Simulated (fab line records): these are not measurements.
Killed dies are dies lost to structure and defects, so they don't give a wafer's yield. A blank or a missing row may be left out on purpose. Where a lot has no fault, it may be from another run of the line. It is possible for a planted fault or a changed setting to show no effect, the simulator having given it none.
A lot that was struck, set against a sound lot | flow sfq-line | 14 steps out of a route of 325
Sound: wafers L936.1, L936.5, L936.6. Wafers struck: L940.3, L940.5, L940.6. The cause is named last.
At each step with rows: each side's tool, then ch and its chambers, then its first start. Under that, the readings that differ: sound wafers | struck wafers | difference of the means | sigmas: that difference in standard deviations of wafers without a fault.
alike: a reading whose means differ by less than 2 such deviations, as well as words and numbers matching on both sides. not compared: withheld readings; readings where some wafer has no value; bounds like >300 that might hide an equal value; numbers whose values overlap and for which the record gives no deviation.
A row with sigmas, a row that says differs or no value, or rows on one side alone: a step with any of these is where the two part. Non-overlapping numbers with no deviation appear without sigmas and do not part them. A reading missing from all wafers of one side parts the sides only when that side holds two or more wafers.

first, 3 steps without rows for these wafers: SFQ_TRILAYER_I7_VIA_LITHO_EXPOSE_188 (exposes mask I7, target cd 1000 nm); SFQ_TRILAYER_I7_VIA_LITHO_PEB_190 (peb time 60 s); SFQ_TRILAYER_I7_VIA_LITHO_DEVELOP_189 (time 60 s).
SFQ_I7_OVL_MEAS_947:
  struck on overlay-01, day 73 05:41; sound on overlay-02, day 72 02:04
  alike: I7_OVL
SFQ_TRILAYER_I7_VIA_BARC_OPEN_VIA_ETCH_260: etches BARC in O2, target depth 125 nm, time 41.7 s.
  sound on rie-diel-01 ch 1,2,3, day 72 02:07; struck on rie-diel-02 ch 0,1, day 73 05:43
  alike: drypump-motor-current-A, oes-product-au
  not compared: rf-hours-counter-h
SFQ_TRILAYER_I7_VIA_ETCH_VIA_ETCH_190: etches SiO2 in CHF3, stops on Nb, target depth 260 nm.
  sound on rie-diel-01 ch 1,2,3, day 72 02:09; struck on rie-diel-02 ch 0,1, day 73 05:45
  alike: drypump-motor-current-A, oes-product-au
SFQ_TRILAYER_I7_VIA_STRIP_STRIP_191: strips in O2.
  sound on rie-metal-04 ch 0,1, day 72 02:16; struck on rie-metal-04 ch 0,1, day 73 06:04
  alike: drypump-motor-current-A, oes-product-au
  not compared: rf-hours-counter-h
then, 5 steps without rows for these wafers: SFQ_TRILAYER_I7_VIA_STRIP_SOLV_CLEAN_192 (cleans in NMP, time 600 s); SFQ_TRILAYER_M8_LITHO_LOR_COAT_197; SFQ_TRILAYER_M8_LITHO_LOR_BAKE_198; SFQ_TRILAYER_M8_LITHO_COAT_193 (resist thk 600 nm); SFQ_TRILAYER_M8_LITHO_SOFTBAKE_199.
-- the record jumps here: 5 days lie between the struck wafers' starts before and after --
SFQ_TRILAYER_M8_LITHO_EXPOSE_194: exposes mask M8, target cd 2000 nm.
  sound on krf-scanner-01 ch 0, day 77 03:16; struck on krf-scanner-02, day 78 04:47
  no value came back on the struck wafers for exposure-dose-mJ-cm2, focus-offset-nm (nm); on the sound wafers exposure-dose-mJ-cm2 reads 14.407 14.404 14.420
  alike: mask
then, 1 step without rows for these wafers: SFQ_TRILAYER_M8_LITHO_PEB_196 (peb time 60 s).

WHERE THEY PART
Only at SFQ_TRILAYER_M8_LITHO_EXPOSE_194, as far as this record shows.

WHY: whatever the simulator had introduced
Whole step skipped at SFQ_TRILAYER_M8_LITHO_EXPOSE_194 on krf-scanner-02, starting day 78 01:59. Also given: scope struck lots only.
